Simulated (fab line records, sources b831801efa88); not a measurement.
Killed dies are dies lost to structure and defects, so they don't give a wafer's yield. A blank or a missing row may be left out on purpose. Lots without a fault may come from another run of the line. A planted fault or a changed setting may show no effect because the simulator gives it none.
Chamber matching | flow sky130 | SKY_LI_CONTACT_ETCH_14 on rie_diel-04: 4 sister chambers
The step etches BARC in N2/H2, stops on SiO2, time 45.9 s, target depth 60 nm. 16 wafers are shown with their chamber, then 8 later ones without.

WAFERS WITH THEIR CHAMBER
wafer  | chamber | drypump_motor_current_A (A) | oes_product_au (a.u.) | throttle_valve_pct (%)
L076.2 | 0       | 5.4                         | 0.853                 | 13.218
L076.3 | 3       | 5.0                         | 0.852                 | 13.221
L076.5 | 1       | 5.0                         | 0.856                 | 13.228
L084.1 | 0       | 5.5                         | 0.855                 | 13.214
L084.4 | 1       | 5.0                         | 0.857                 | 13.223
L084.6 | 2       | 5.4                         | 0.860                 | 13.219
L085.1 | 1       | 5.0                         | 0.851                 | 13.218
L085.3 | 3       | 5.0                         | 0.861                 | 13.229
L085.5 | 2       | 5.4                         | 0.845                 | 13.215
L087.2 | 3       | 5.0                         | 0.861                 | 13.212
L087.3 | 0       | 5.5                         | 0.861                 | 13.224
L087.5 | 1       | 5.0                         | 0.862                 | 13.209
L095.1 | 0       | 5.4                         | 0.859                 | 13.215
L095.3 | 3       | 5.0                         | 0.856                 | 13.220
L095.4 | 2       | 5.4                         | 0.844                 | 13.227
L096.1 | 2       | 5.4                         | 0.852                 | 13.244

SIGNATURES (means of the wafers above)
reading                 | chamber 0 | chamber 1 | chamber 2 | chamber 3 | scatter within a chamber
drypump_motor_current_A | 5.450     | 5.000     | 5.400     | 5.000     | 0.0289
oes_product_au          | 0.85700   | 0.85650   | 0.85025   | 0.85750   | 0.00519
throttle_valve_pct      | 13.21775  | 13.21950  | 13.22625  | 13.22050  | 0.00865
Rule: a wafer's distance from a chamber is the root of the sum, over the readings, of the square of ((its reading less the chamber's mean) divided by the reading's scatter). The wafer belongs to the nearest chamber; if the next one is less than 2 further off, it can't be placed. The scatter: the root of (the sum of the squares of (reading less its chamber's mean) over the shown wafers, divided by (wafers less chambers)).

WAFERS WITHOUT THEIR CHAMBER
wafer  | drypump_motor_current_A (A) | oes_product_au (a.u.) | throttle_valve_pct (%)
L096.2 | 5.0                         | 0.852                 | 13.217
L096.3 | 5.0                         | 0.846                 | 13.237
L096.4 | 5.5                         | 0.849                 | 13.214
L096.5 | 5.1                         | 0.856                 | 13.213
L096.6 | 5.4                         | 0.849                 | 13.232
L097.1 | 5.0                         | 0.856                 | 13.236
L097.3 | 5.0                         | 0.849                 | 13.209
L097.4 | 5.5                         | 0.851                 | 13.227

WHICH CHAMBER EACH WENT THROUGH
wafer  | from the rows above     | in truth
L096.2 | can't be placed: 1 or 3 | 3
L096.3 | can't be placed: 1 or 3 | 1
L096.4 | can't be placed: 0 or 2 | 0
L096.5 | can't be placed: 1 or 3 | 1
L096.6 | 2                       | 2
L097.1 | can't be placed: 3 or 1 | 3
L097.3 | can't be placed: 1 or 3 | 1
L097.4 | can't be placed: 0 or 2 | 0
Placed correctly: 1 of 8. Can't be placed from these rows: 7 (the true chamber is among the candidates in 7). Placed wrongly: 0.
